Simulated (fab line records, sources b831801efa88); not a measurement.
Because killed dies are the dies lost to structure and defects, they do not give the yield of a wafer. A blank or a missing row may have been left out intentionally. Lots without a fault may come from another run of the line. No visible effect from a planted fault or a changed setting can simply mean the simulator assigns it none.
Comparing a struck lot with a sound one | flow gf180mcu | 26 steps out of a route of 602
Sound: these wafers, L616.1, L616.2, L616.4. The struck wafers were L620.2, L620.3, L620.4. Last of all comes the cause.
Order at every step that has rows: each side's tool, ch and its chambers, its first start. Under that, the readings that differ: sound wafers | struck wafers | difference of the means | sigmas: that difference in standard deviations of wafers without a fault.
alike: readings with means less than 2 such deviations apart, plus words and numbers identical on both sides. not compared: withheld readings, readings lacking a value on some wafer, bounds such as >300 that could conceal the same value, and numbers that have no deviation in the record and whose values overlap.
Wherever a step has rows on one side only, a row that says differs or no value, or a row with sigmas, the two part there. Numbers that don't overlap but have no deviation are shown without sigmas and don't part them. Lack of a reading on every wafer of one side parts them only where that side has two or more wafers.

first, 6 steps without rows for these wafers: GF_TOP_METAL_HMDS_08 (prime time 60 s); GF_TOP_METAL_COAT_09 (resist thk 1500 nm); GF_TOP_METAL_SOFTBAKE_10 (time 60 s); GF_TOP_METAL_EXPOSE_11 (exposes mask MetalTop, target cd 440 nm); GF_TOP_METAL_PEB_12; GF_TOP_METAL_DEVELOP_13 (develop time 60 s).
GF_TOP_METAL_CD_MEAS_14 targets a cd of 440 nm.
  struck on cd_sem-01, day 30 22:50; sound on cd_sem-01, day 29 22:50
  alike: cd_nm
GF_TOP_METAL_OVL_MEAS_15:
  struck on overlay-01, day 30 22:56; sound on overlay-01, day 29 22:58
  reading            | sound        | struck         | difference | sigmas
  TOP_METAL_OVL (nm) | 0.6 -0.3 0.5 | -1.7 -2.3 -3.1 | -2.6       | -2
GF_TOP_METAL_METAL_ETCH_16: etches the open film in Cl2/BCl3, stops on SiO2, target depth 1077.5 nm, time 179.6 s.
  sound on rie_metal-04 ch 0,1, day 29 22:59; struck on rie_metal-04 ch 0, day 30 23:02
  alike: drypump_motor_current_A, oes_product_au, rf_fwd_power_W, throttle_valve_pct
  not compared: rf_hours_counter_h
GF_TOP_METAL_STRIP_17: strips in O2/N2.
  sound on plasma_asher-02 ch 0,1, day 29 23:10; struck on plasma_asher-03 ch 0,1, day 30 23:19
  alike: drypump_motor_current_A, heater_power_w, oes_product_au, strip_time_to_endpoint_s
  not compared: rf_hours_counter_h
then, 2 steps without rows for these wafers: GF_TOP_METAL_STRIP_18 (strips in post etch residue remover, time 1200 s); GF_TOP_METAL_CLEAN_19 (cleans in DIW).
GF_PASSIVATION_CVD_00: deposits SiO2 from TEOS, target thk 1000 nm, time 111.95 s.
  sound on pecvd-04 ch 0,1,2, day 29 23:44; struck on pecvd-03 ch 1,2, day 30 23:52
  no value came back on the struck wafers for rf_fwd_power_W (W), susceptor_temp_C (C); on the sound wafers rf_fwd_power_W (W) reads 597.3 598.4 595.5
  reading                                      | sound             | struck            | difference | sigmas
  run_length_s (s)                             | 139.4 140.0 140.0 | 115.6 115.0 115.9 | -24.3      | -49
  model.SiO2_of_PASSIVATION_CVD_00.thk_nm (nm) | 996 987.5 1011    | 761.5 773.3 773.3 | -228.8     |
  alike: heater_power_w
GF_PASSIVATION_THK_MEAS_01:
  struck on film_metro-01, day 30 23:56; sound on film_metro-01, day 29 23:49
  reading                     | sound        | struck      | difference | sigmas
  PASSIVATION_CVD_00_THK (nm) | 995 987 1011 | 761 773 773 | -229       | -18
GF_PASSIVATION_CVD_02: deposits Si3N4, target thk 700 nm, time 486.18 s.
  sound on pecvd-01 ch 1,2, day 29 23:52; struck on pecvd-04 ch 0,1, day 30 23:59
  alike: heater_power_w, rf_fwd_power_W, run_length_s, susceptor_temp_C
GF_PASSIVATION_THK_MEAS_03:
  struck on film_metro-01, day 31 00:17; sound on film_metro-04, day 30 00:10
  alike: PASSIVATION_CVD_02_THK
then, 7 steps without rows for these wafers: GF_PASSIVATION_DEHYDRATE_04 (time 60 s); GF_PASSIVATION_HMDS_05 (prime time 60 s); GF_PASSIVATION_COAT_06 (resist thk 4000 nm); GF_PASSIVATION_SOFTBAKE_07; GF_PASSIVATION_EXPOSE_08 (exposes mask Pad, target cd 40000 nm); GF_PASSIVATION_PEB_09; GF_PASSIVATION_DEVELOP_10 (develop time 60 s).
GF_PASSIVATION_ETCH_11: etches the open film in CF4/O2, stops on TiN, target depth 1800 nm, time 400 s.
  sound on rie_diel-02 ch 0,1,2, day 30 18:01; struck on rie_diel-02 ch 0,2,3, day 31 17:49
  reading                                 | sound             | struck            | difference | sigmas
  oes_product_au (a.u.)                   | 0.947 0.952 0.967 | 0.881 0.889 0.886 | -0.070     | -9
  throttle_valve_pct (%)                  | 5.947 5.963 5.964 | 5.938 5.935 5.941 | -0.020     | -2
  model.etch.depth_nm (nm)                | 1684 1683 1705    | 1461 1471 1478    | -221       |
  model.PASSIVATION.feature_depth_nm (nm) | 1684 1683 1705    | 1461 1471 1478    | -221       |
  alike: drypump_motor_current_A, rf_fwd_power_W
  not compared: rf_hours_counter_h
GF_PASSIVATION_STRIP_12: strips in O2/N2.
  sound on plasma_asher-02 ch 0,1, day 30 18:16; struck on plasma_asher-02 ch 0,1, day 31 18:04
  alike: drypump_motor_current_A, heater_power_w, oes_product_au, strip_time_to_endpoint_s
  not compared: rf_hours_counter_h
GF_PASSIVATION_PROBE_99:
  only the struck wafers here have rows in the record (prober-01, day 31 19:50); the sound ones have none

## WHERE THEY PART
First at GF_TOP_METAL_OVL_MEAS_15; last, within this record, at GF_PASSIVATION_PROBE_99.

WHY: what the simulator had put in
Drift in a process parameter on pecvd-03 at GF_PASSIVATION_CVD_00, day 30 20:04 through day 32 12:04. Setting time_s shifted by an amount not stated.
